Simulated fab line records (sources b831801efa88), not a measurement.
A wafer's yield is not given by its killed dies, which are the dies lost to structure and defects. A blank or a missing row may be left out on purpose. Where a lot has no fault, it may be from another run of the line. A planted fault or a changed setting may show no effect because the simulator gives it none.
Matching of chambers / flow sky130 / SKY_CAPM_CVD_00 on pecvd-04 has 3 sister chambers
The step deposits SiO2, target thk 15.5 nm. 20 wafers are shown with their chamber, then 10 later ones without.

WAFERS WITH THEIR CHAMBER
wafer=L074.2; chamber=2; heater_power_w (W)=1112
wafer=L074.4; chamber=0; heater_power_w (W)=749
wafer=L074.5; chamber=2; heater_power_w (W)=1082
wafer=L075.3; chamber=1; heater_power_w (W)=827
wafer=L075.5; chamber=2; heater_power_w (W)=962
wafer=L075.6; chamber=0; heater_power_w (W)=753
wafer=L078.4; chamber=0; heater_power_w (W)=660
wafer=L078.5; chamber=1; heater_power_w (W)=779
wafer=L078.6; chamber=2; heater_power_w (W)=976
wafer=L080.2; chamber=0; heater_power_w (W)=780
wafer=L080.4; chamber=0; heater_power_w (W)=782
wafer=L080.5; chamber=2; heater_power_w (W)=1154
wafer=L083.1; chamber=2; heater_power_w (W)=941
wafer=L083.5; chamber=2; heater_power_w (W)=959
wafer=L083.6; chamber=1; heater_power_w (W)=806
wafer=L085.1; chamber=2; heater_power_w (W)=1147
wafer=L085.3; chamber=1; heater_power_w (W)=817
wafer=L085.4; chamber=0; heater_power_w (W)=741
wafer=L088.2; chamber=0; heater_power_w (W)=769
wafer=L088.4; chamber=1; heater_power_w (W)=762

SIGNATURES, as means of the wafers listed above
reading=heater_power_w; chamber 0=747.71; chamber 1=798.20; chamber 2=1041.62; scatter within a chamber=64.8
Rule: for a wafer and a chamber, the distance is found by dividing, reading by reading, the gap between the wafer's reading and the chamber's mean by the reading's scatter, squaring, summing and taking the root. If the next closest chamber is less than 2 further off than the closest, the wafer can't be placed; otherwise it belongs to the closest. The scatter: the root of (the sum of the squares of (reading less its chamber's mean) over the shown wafers, divided by (wafers less chambers)).

WAFERS WITHOUT THEIR CHAMBER
wafer=L088.6; heater_power_w (W)=742
wafer=L092.4; heater_power_w (W)=707
wafer=L092.5; heater_power_w (W)=809
wafer=L092.6; heater_power_w (W)=725
wafer=L094.3; heater_power_w (W)=1026
wafer=L094.5; heater_power_w (W)=706
wafer=L094.6; heater_power_w (W)=763
wafer=L095.1; heater_power_w (W)=700
wafer=L095.4; heater_power_w (W)=765
wafer=L095.5; heater_power_w (W)=1019

EACH ONE'S CHAMBER
wafer=L088.6; from the rows above=can't be placed: 0 or 1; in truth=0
wafer=L092.4; from the rows above=can't be placed: 0 or 1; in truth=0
wafer=L092.5; from the rows above=can't be placed: 1 or 0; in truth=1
wafer=L092.6; from the rows above=can't be placed: 0 or 1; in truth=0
wafer=L094.3; from the rows above=2; in truth=2
wafer=L094.5; from the rows above=can't be placed: 0 or 1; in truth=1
wafer=L094.6; from the rows above=can't be placed: 0 or 1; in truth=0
wafer=L095.1; from the rows above=can't be placed: 0 or 1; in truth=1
wafer=L095.4; from the rows above=can't be placed: 0 or 1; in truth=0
wafer=L095.5; from the rows above=2; in truth=2
Correctly placed: 2 of 10. These rows do not allow placing 8 (true chamber among the candidates in 8). Placed wrongly: 0.
